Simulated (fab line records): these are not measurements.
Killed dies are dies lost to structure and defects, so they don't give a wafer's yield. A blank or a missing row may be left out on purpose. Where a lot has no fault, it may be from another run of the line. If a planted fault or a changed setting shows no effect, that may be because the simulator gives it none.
Which tool did it? / flow gf180mcu / 13 lots with 39 wafers sampled at 5 steps, on a route of 602 steps

## WHAT THE GAUGES SHOWED, per wafer
GF_HV_LDD_OVL_MEAS_32.
lot=L178; measured=day 11 20:59; on=overlay-01; HV_LDD_02_OVL (nm)=0.8 -0.6 0.2
lot=L181; measured=day 13 14:14; on=overlay-02; HV_LDD_02_OVL (nm)=-0.3 -1.6 0.2
lot=L185; measured=day 15 00:29; on=overlay-02; HV_LDD_02_OVL (nm)=-1.0 -1.9 1.1
lot=L189; measured=day 15 19:08; on=overlay-01; HV_LDD_02_OVL (nm)=1.2 1.6 -0.1
lot=L190; measured=day 16 03:37; on=overlay-02; HV_LDD_02_OVL (nm)=0.6 -0.6 -1.2
lot=L191; measured=day 16 16:02; on=overlay-02; HV_LDD_02_OVL (nm)=3.7 2.2 3.0
lot=L193; measured=day 17 01:43; on=overlay-01; HV_LDD_02_OVL (nm)=2.8 4.7 2.7
lot=L194; measured=day 17 11:37; on=overlay-01; HV_LDD_02_OVL (nm)=2.0 1.6 2.8
lot=L195; measured=day 17 18:50; on=overlay-02; HV_LDD_02_OVL (nm)=-0.2 2.3 1.7
lot=L196; measured=day 18 05:08; on=overlay-02; HV_LDD_02_OVL (nm)=0.0 -1.2 0.9
lot=L197; measured=day 18 08:35; on=overlay-02; HV_LDD_02_OVL (nm)=0.9 1.2 1.7
lot=L198; measured=day 18 17:23; on=overlay-01; HV_LDD_02_OVL (nm)=1.1 1.3 -0.4
lot=L199; measured=day 19 01:04; on=overlay-01; HV_LDD_02_OVL (nm)=2.1 0.4 1.8

GF_NSD_CD_MEAS_07: target cd 400 nm.
lot=L178; measured=day 13 16:37; on=cd_sem-02; cd_nm (nm)=398.2 398.6 397.2
lot=L181; measured=day 15 12:29; on=cd_sem-02; cd_nm (nm)=400.5 399.4 401.0
lot=L185; measured=day 17 00:47; on=cd_sem-02; cd_nm (nm)=397.4 397.9 400.4
lot=L189; measured=day 17 20:28; on=cd_sem-01; cd_nm (nm)=403.9 403.3 403.8
lot=L190; measured=day 18 06:38; on=cd_sem-02; cd_nm (nm)=400.0 400.2 399.6
lot=L191; measured=day 18 19:40; on=cd_sem-02; cd_nm (nm)=394.7 396.8 397.6
lot=L193; measured=day 19 04:18; on=cd_sem-02; cd_nm (nm)=401.6 401.1 401.9
lot=L194; measured=day 19 14:36; on=cd_sem-01; cd_nm (nm)=397.1 397.6 397.9
lot=L195; measured=day 20 00:16; on=cd_sem-01; cd_nm (nm)=398.0 397.7 395.7
lot=L196; measured=day 20 09:43; on=cd_sem-01; cd_nm (nm)=400.9 398.3 398.4
lot=L197; measured=day 20 13:07; on=cd_sem-01; cd_nm (nm)=402.7 400.2 401.4
lot=L198; measured=day 20 21:49; on=cd_sem-02; cd_nm (nm)=402.1 401.9 400.8
lot=L199; measured=day 21 05:10; on=cd_sem-01; cd_nm (nm)=401.0 401.0 400.7

GF_PSD_TW_MEAS_11.
lot=L178; measured=day 14 13:29; on=film_metro-02; PSD_TW=3163 3161 3180
lot=L181; measured=day 16 10:49; on=film_metro-01; PSD_TW=3157 3159 3141
lot=L185; measured=day 18 00:55; on=film_metro-02; PSD_TW=3128 3122 3146
lot=L189; measured=day 18 21:17; on=film_metro-01; PSD_TW=3169 3174 3162
lot=L190; measured=day 19 07:01; on=film_metro-01; PSD_TW=3148 3154 3140
lot=L191; measured=day 19 20:38; on=film_metro-02; PSD_TW=3154 3141 3155
lot=L193; measured=day 20 05:12; on=film_metro-02; PSD_TW=3142 3167 3160
lot=L194; measured=day 20 15:22; on=film_metro-02; PSD_TW=3156 3155 3145
lot=L195; measured=day 21 00:30; on=film_metro-02; PSD_TW=3123 3138 3131
lot=L196; measured=day 21 10:44; on=film_metro-04; PSD_TW=3164 3160 3173
lot=L197; measured=day 21 13:06; on=film_metro-01; PSD_TW=3143 3138 3153
lot=L198; measured=day 21 22:10; on=film_metro-04; PSD_TW=3174 3175 3170
lot=L199; measured=day 22 06:13; on=film_metro-01; PSD_TW=3158 3157 3163

GF_SAB_CD_MEAS_09: target cd 420 nm.
lot=L178; measured=day 15 11:17; on=cd_sem-02; cd_nm (nm)=423.7 422.1 421.3
lot=L181; measured=day 17 09:41; on=cd_sem-02; cd_nm (nm)=420.1 420.9 422.4
lot=L185; measured=day 19 00:33; on=cd_sem-01; cd_nm (nm)=417.8 419.8 402.0
lot=L189; measured=day 19 22:16; on=cd_sem-01; cd_nm (nm)=419.9 420.2 420.8
lot=L190; measured=day 20 07:25; on=cd_sem-01; cd_nm (nm)=423.0 423.1 425.7
lot=L191; measured=day 20 21:25; on=cd_sem-01; cd_nm (nm)=415.3 415.7 415.4
lot=L193; measured=day 21 05:18; on=cd_sem-02; cd_nm (nm)=422.7 421.1 422.2
lot=L194; measured=day 21 15:31; on=cd_sem-02; cd_nm (nm)=418.5 419.1 418.5
lot=L195; measured=day 22 00:46; on=cd_sem-01; cd_nm (nm)=419.9 421.3 417.2
lot=L196; measured=day 22 11:01; on=cd_sem-02; cd_nm (nm)=416.3 417.4 417.8
lot=L197; measured=day 22 12:52; on=cd_sem-02; cd_nm (nm)=418.8 420.0 417.8
lot=L198; measured=day 22 21:50; on=cd_sem-01; cd_nm (nm)=418.7 418.2 418.4
lot=L199; measured=day 23 05:40; on=cd_sem-02; cd_nm (nm)=419.4 421.7 420.7

## WHAT TOOL EACH LOT RAN ON (gives the tool, then ch and the chambers of the sampled wafers, and finally the start)
lot=L178; GF_SAB_EXPOSE_06=iline_stepper-01 ch 0, day 15 00:40
lot=L181; GF_SAB_EXPOSE_06=iline_stepper-02 ch 0, day 16 22:32
lot=L185; GF_SAB_EXPOSE_06=iline_stepper-01 ch 0, day 18 13:01
lot=L189; GF_SAB_EXPOSE_06=iline_stepper-02 ch 0, day 19 10:00
lot=L190; GF_SAB_EXPOSE_06=iline_stepper-02 ch 0, day 19 19:51
lot=L191; GF_SAB_EXPOSE_06=iline_stepper-02 ch 0, day 20 09:07
lot=L193; GF_SAB_EXPOSE_06=iline_stepper-02 ch 0, day 20 17:37
lot=L194; GF_SAB_EXPOSE_06=iline_stepper-01 ch 0, day 21 03:35
lot=L195; GF_SAB_EXPOSE_06=iline_stepper-01 ch 0, day 21 12:31
lot=L196; GF_SAB_EXPOSE_06=iline_stepper-02 ch 0, day 21 23:28
lot=L197; GF_SAB_EXPOSE_06=iline_stepper-02 ch 0, day 22 01:42
lot=L198; GF_SAB_EXPOSE_06=iline_stepper-02 ch 0, day 22 10:19
lot=L199; GF_SAB_EXPOSE_06=iline_stepper-02 ch 0, day 22 18:27
- GF_SAB_EXPOSE_06: exposes mask SAB, target cd 420 nm.

## WHAT THE TOOLS THEMSELVES READ (means of the sampled wafers that have a number; where no wafer has one, the mark that the record gives instead)
The record holds no such reading with a usual standard deviation.

## THE ANSWER, worked out from the rows above alone
Rule: usual is defined by the lots themselves. The widest of any qualifying gaps counts: lots, ordered by their means at a reading, are off when they make up no more than a third of the lots, leave a main group of 4 or more, and stand apart from it by 3 or more times the standard deviation of that group's means. A main group is skipped when, at the precision printed for the reading in the tables above, its means are all equal. Also off: a lot with no number at a reading for which 4 or more lots have one. All remaining lots with rows at the step are treated as sound. After the gauges, taken in route order, come the tools' own readings; for these a lot's mean is taken, as printed above. At the first step where some lot is off, the reading lying furthest off is the one used; lots without a number count as furthest.
Nothing can be told from this: no lot is off at any reading shown.

## WHAT HAD BEEN PUT IN BY THE SIMULATOR
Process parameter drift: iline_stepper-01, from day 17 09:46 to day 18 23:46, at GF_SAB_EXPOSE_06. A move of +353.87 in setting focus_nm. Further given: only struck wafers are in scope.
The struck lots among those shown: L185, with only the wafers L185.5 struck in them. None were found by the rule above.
